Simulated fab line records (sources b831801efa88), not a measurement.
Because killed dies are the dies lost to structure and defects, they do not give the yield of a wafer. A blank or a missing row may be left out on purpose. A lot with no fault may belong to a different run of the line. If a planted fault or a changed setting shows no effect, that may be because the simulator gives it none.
Which tool is to blame? | flow gf180mcu | 10 lots with 30 wafers sampled at 4 steps, on a route of 602 steps

== WHAT THE GAUGES READ, wafer by wafer ==
GF_MIM_RS_MEAS_10: measurement is done with a four-point probe.
lot  | measured     | on           | MIM_ALCU_RS (ohm/sq)
L493 | day 24 10:32 | filmMetro-04 | 0.1592 0.1580 0.1574
L494 | day 24 22:09 | filmMetro-03 | 0.1593 0.1579 0.1572
L497 | day 26 00:15 | filmMetro-03 | 0.1611 0.1603 0.1604
L500 | day 26 18:20 | filmMetro-01 | 0.1590 0.1601 0.1583
L502 | day 27 14:49 | filmMetro-04 | 0.1604 0.1612 0.1624
L506 | day 28 19:11 | filmMetro-01 | 0.1583 0.1596 0.1591
L512 | day 30 12:29 | filmMetro-03 | 0.1602 0.1593 0.1599
L513 | day 30 18:11 | filmMetro-04 | 0.2064 0.1588 0.1600
L514 | day 30 22:50 | filmMetro-03 | 0.2043 0.1585 0.2079
L516 | day 31 10:15 | filmMetro-03 | 0.1596 0.1601 0.2077

== WHICH TOOL RAN EACH LOT (tool, then ch and the chambers of the sampled wafers, then the start) ==
lot  | GF_MIM_SPUTTER_04           | GF_MIM_SPUTTER_08           | GF_MIM_SPUTTER_09
L493 | pvdSputter-02, day 24 10:18 | pvdSputter-03, day 24 10:29 | pvdSputter-03, day 24 10:30
L494 | pvdSputter-01, day 24 21:53 | pvdSputter-03, day 24 22:04 | pvdSputter-03, day 24 22:05
L497 | pvdSputter-02, day 26 00:00 | pvdSputter-01, day 26 00:11 | pvdSputter-01, day 26 00:13
L500 | pvdSputter-01, day 26 18:07 | pvdSputter-02, day 26 18:17 | pvdSputter-02, day 26 18:19
L502 | pvdSputter-01, day 27 14:32 | pvdSputter-02, day 27 14:43 | pvdSputter-02, day 27 14:44
L506 | pvdSputter-03, day 28 18:57 | pvdSputter-02, day 28 19:07 | pvdSputter-02, day 28 19:09
L512 | pvdSputter-01, day 30 12:13 | pvdSputter-03, day 30 12:24 | pvdSputter-03, day 30 12:25
L513 | pvdSputter-02, day 30 17:58 | pvdSputter-03, day 30 18:08 | pvdSputter-03, day 30 18:10
L514 | pvdSputter-01, day 30 22:36 | pvdSputter-03, day 30 22:47 | pvdSputter-03, day 30 22:48
L516 | pvdSputter-02, day 31 09:59 | pvdSputter-03, day 31 10:10 | pvdSputter-03, day 31 10:11
- GF_MIM_SPUTTER_04: material TiN, target thk 50 nm, time 41.7 s.
- GF_MIM_SPUTTER_08: material AlCu, target thk 200 nm, time 10.6 s.
- GF_MIM_SPUTTER_09: material TiN, target thk 35 nm, time 29.2 s.

== THE ANSWER, worked out from the rows above alone ==
Rule: the lots themselves supply what counts as usual. Put in order of their means at a reading, lots are off if they are a third of the lots or fewer, leave a main group of 4 or more, and stand apart from it by a gap of 3 or more times the standard deviation of the main group's means; of several such gaps the widest counts. If all means in a main group match to the digits the tables above print for the reading, that group is not used. A lot without any number at a reading at which 4 lots or more have one is off too. The other lots that the step has rows for count as sound.
Off: L513, L514, L516, seen at GF_MIM_RS_MEAS_10 (MIM_ALCU_RS). The main group has a mean of 0.1595 ohm/sq with a standard deviation of 0.0011.
If a tool, at a process step before that reading, ran all the lots that are off and no sound lot after the first of them, it fits. The gauges at GF_MIM_RS_MEAS_10 are tried like those tools. One fits: pvdSputter-03 at GF_MIM_SPUTTER_08 and GF_MIM_SPUTTER_09. At GF_MIM_SPUTTER_08 its last sound lot is L512 (day 30 12:24), its first lot that is off L513 (day 30 18:08): a fault that began between those two fits.

== WHAT THE SIMULATOR PUT IN ==
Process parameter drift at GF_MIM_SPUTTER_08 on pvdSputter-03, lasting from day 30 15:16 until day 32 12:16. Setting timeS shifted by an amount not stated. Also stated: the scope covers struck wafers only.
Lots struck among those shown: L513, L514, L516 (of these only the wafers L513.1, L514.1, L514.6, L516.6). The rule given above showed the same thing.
